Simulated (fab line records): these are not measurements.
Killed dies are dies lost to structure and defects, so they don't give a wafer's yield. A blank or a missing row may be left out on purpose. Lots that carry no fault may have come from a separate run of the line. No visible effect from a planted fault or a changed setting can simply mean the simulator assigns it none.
Struck lot and sound lot, side by side :: flow sfq-line :: 17 steps out of a route of 325
Sound: wafers L759.3, L759.4, L759.6. Wafers L754.3, L754.4, L754.6 were the ones struck. The cause is given at the end.
Per side, at each step with rows, come the tool, then ch with its chambers, and then its first start. Under that, the readings that differ: sound wafers :: struck wafers :: difference of the means :: sigmas: that difference in standard deviations of wafers without a fault.
alike: readings whose means differ by less than 2 such deviations, and words and numbers that are the same on both sides. not compared: withheld readings, readings that some wafer has no value for, bounds like >300 that may hide the same value, and numbers for which the record gives no deviation and whose values overlap.
The two part at a step that has a row with sigmas, a row that says differs or no value, or rows on one side only. When numbers do not overlap yet have no deviation, they are printed without sigmas and do not part them. Lack of a reading on every wafer of one side parts them only where that side has two or more wafers.

first, 4 steps without rows for these wafers: SFQ_TRILAYER_I5_LITHO_SOFTBAKE_148; SFQ_TRILAYER_I5_LITHO_EXPOSE_145 (exposes mask I5, target cd 700 nm); SFQ_TRILAYER_I5_LITHO_PEB_147 (peb time 59.16 s); SFQ_TRILAYER_I5_LITHO_DEVELOP_146 (time 60 s).
SFQ_I5_OVL_MEAS_936:
  sound: overlay-02 at day 80 11:07; struck: overlay-01 at day 74 10:40
  alike: I5_OVL
SFQ_TRILAYER_I5_BARC_OPEN_VIA_ETCH_200: etches BARC in O2, target depth 125 nm, time 41.7 s.
  sound on rie-diel-01 ch 0,1,2, day 80 11:08; struck on rie-diel-02 ch 1,3, day 74 10:41
  alike: drypump-motor-current-A, oes-product-au
  not compared: rf-hours-counter-h
SFQ_TRILAYER_I5_ETCH_VIA_ETCH_147: etches the open film in CHF3, stops on Nb, target depth 360 nm.
  sound on rie-diel-01 ch 0,1,2, day 80 11:11; struck on rie-diel-02 ch 1,3, day 74 10:43
  alike: drypump-motor-current-A, oes-product-au
SFQ_TRILAYER_I5_STRIP_STRIP_148: strips in O2.
  sound on rie-metal-01 ch 0,1, day 80 11:32; struck on rie-metal-01 ch 0,1, day 74 11:04
  alike: drypump-motor-current-A, oes-product-au
  not compared: rf-hours-counter-h
then, 4 steps without rows for these wafers: SFQ_TRILAYER_I5_STRIP_SOLV_CLEAN_149 (cleans in NMP, time 600 s); SFQ_TRILAYER_C5_LITHO_COAT_156 (resist thk 62 nm); SFQ_TRILAYER_C5_LITHO_COAT_151 (resist thk 650 nm); SFQ_TRILAYER_C5_LITHO_SOFTBAKE_155.
-- the record jumps here: 3 days lie between the struck wafers' starts before and after --
SFQ_TRILAYER_C5_LITHO_EXPOSE_152: exposes mask C5, target cd 500 nm.
  sound on krf-scanner-02 ch 0, day 80 23:19; struck on krf-scanner-01 ch 0, day 77 21:44
reading: model.C5.overlay-x-nm (nm)
sound: -2.641 -2.641 -2.641
struck: 40.73 40.73 40.73
difference: +43.37
sigmas: 
  alike: mask
then, 2 steps without rows for these wafers: SFQ_TRILAYER_C5_LITHO_PEB_154 (peb time 60 s); SFQ_TRILAYER_C5_LITHO_DEVELOP_153 (time 60 s).
SFQ_C5_OVL_MEAS_937:
  sound: overlay-02 at day 81 00:25; struck: overlay-02 at day 77 22:51
reading: C5_OVL (nm)
sound: 8 2 5
struck: 49 42 45
difference: +40
sigmas: +9
SFQ_TRILAYER_C5_BARC_OPEN_VIA_ETCH_210: etches BARC in O2, target depth 125 nm, time 41.7 s.
  sound on rie-diel-04 ch 0,1, day 81 00:26; struck on rie-diel-04 ch 1,2,3, day 77 22:53
  alike: drypump-motor-current-A, oes-product-au
  not compared: rf-hours-counter-h

WHERE THEY PART
At SFQ_C5_OVL_MEAS_937 and nowhere else, as far as this record goes. Later steps at which nothing parts them and some readings are alike: SFQ_TRILAYER_C5_BARC_OPEN_VIA_ETCH_210.

WHY: whatever the simulator had introduced
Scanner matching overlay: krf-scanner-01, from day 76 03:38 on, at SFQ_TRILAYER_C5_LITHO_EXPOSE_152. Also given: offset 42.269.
